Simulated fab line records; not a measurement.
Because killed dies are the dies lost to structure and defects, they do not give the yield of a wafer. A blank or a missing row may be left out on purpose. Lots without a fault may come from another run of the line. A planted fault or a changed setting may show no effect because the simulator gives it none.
Matching of chambers	flow sky130	SKY_VIA3_CMP_24 on cmp-02 has 4 sister chambers
The step polishes, stops on SiO2, t overpolish 20 s, target thk 0 nm. 4 wafers are shown with their chamber, then 7 later ones without.

## WAFERS, EACH WITH ITS CHAMBER
wafer	chamber	motor_current_A (A)
L177.2	2	10.5
L177.3	0	10.3
L179.1	3	11.5
L179.2	1	10.5

## WAFERS MISSING THEIR CHAMBER
wafer	motor_current_A (A)
L179.4	9.7
L182.1	9.9
L182.2	11.0
L182.3	10.8
L184.2	10.5
L184.4	9.8
L184.6	10.8

## WHICH CHAMBER EACH WENT THROUGH
wafer	from the rows above	in truth
L179.4	can't be placed: 0 or 1 or 2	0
L182.1	can't be placed: 0 or 1 or 2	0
L182.2	can't be placed: 1 or 2 or 3 or 0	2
L182.3	can't be placed: 1 or 2 or 0 or 3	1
L184.2	can't be placed: 1 or 2 or 0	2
L184.4	can't be placed: 0 or 1 or 2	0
L184.6	can't be placed: 1 or 2 or 0 or 3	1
0 of 7 placed correctly. These rows do not allow placing 7 (true chamber among the candidates in 7). Wrongly placed: 0.
How it was worked out, from the rows above alone: a wafer's distance from a chamber is the root of the sum, over the readings, of the square of ((its reading less the chamber's mean) divided by the reading's scatter). If the next closest chamber is less than 2 further off than the closest, the wafer can't be placed; otherwise it belongs to the closest. For every chamber, the mean is computed from those of its wafers that are shown. The scatter (one wafer shown for each chamber): square how far every hidden wafer sits from the nearest shown wafer, average those squares and take the square root.
